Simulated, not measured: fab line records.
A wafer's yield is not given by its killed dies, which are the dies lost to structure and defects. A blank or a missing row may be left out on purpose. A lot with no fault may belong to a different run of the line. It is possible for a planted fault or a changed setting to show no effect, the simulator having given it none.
Matching of chambers	flow gf180mcu	pecvd-03 running GF_PASSIVATION_CVD_02: 3 sister chambers
The step deposits Si3N4, target thk 700 nm, time 486.18 s. 6 wafers are shown with their chamber, then 7 later ones without.

WAFERS, EACH WITH ITS CHAMBER
wafer	chamber	heater_power_w (W)	rf_fwd_power_W (W)
L816.4	2	561	449.4
L819.1	1	715	450.6
L819.3	2	700	445.8
L819.6	0	560	449.0
L821.1	1	739	451.4
L821.3	0	549	450.2

WAFERS WHOSE CHAMBER IS MISSING
wafer	heater_power_w (W)	rf_fwd_power_W (W)
L821.6	669	448.4
L824.1	734	449.7
L824.3	690	447.4
L824.6	597	449.5
L825.1	679	448.4
L825.3	499	450.0
L825.4	553	448.9

EACH ONE'S CHAMBER
wafer	from the rows above	in truth
L821.6	can't be placed: 2 or 1 or 0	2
L824.1	can't be placed: 1 or 2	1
L824.3	can't be placed: 2 or 1 or 0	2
L824.6	can't be placed: 0 or 2 or 1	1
L825.1	can't be placed: 2 or 1 or 0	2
L825.3	can't be placed: 0 or 2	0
L825.4	can't be placed: 0 or 2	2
Correct placement for 0 of the 7. These rows do not allow placing 7 (true chamber among the candidates in 7). Wrongly placed: 0.
How it was worked out, from the rows above alone: a wafer's distance from a chamber is the root of the sum, over the readings, of the square of ((its reading less the chamber's mean) divided by the reading's scatter). If the next closest chamber is less than 2 further off than the closest, the wafer can't be placed; otherwise it belongs to the closest. For every chamber, the mean is computed from those of its wafers that are shown. The scatter: the root of (the sum of the squares of (reading less its chamber's mean) over the shown wafers, divided by (wafers less chambers)).
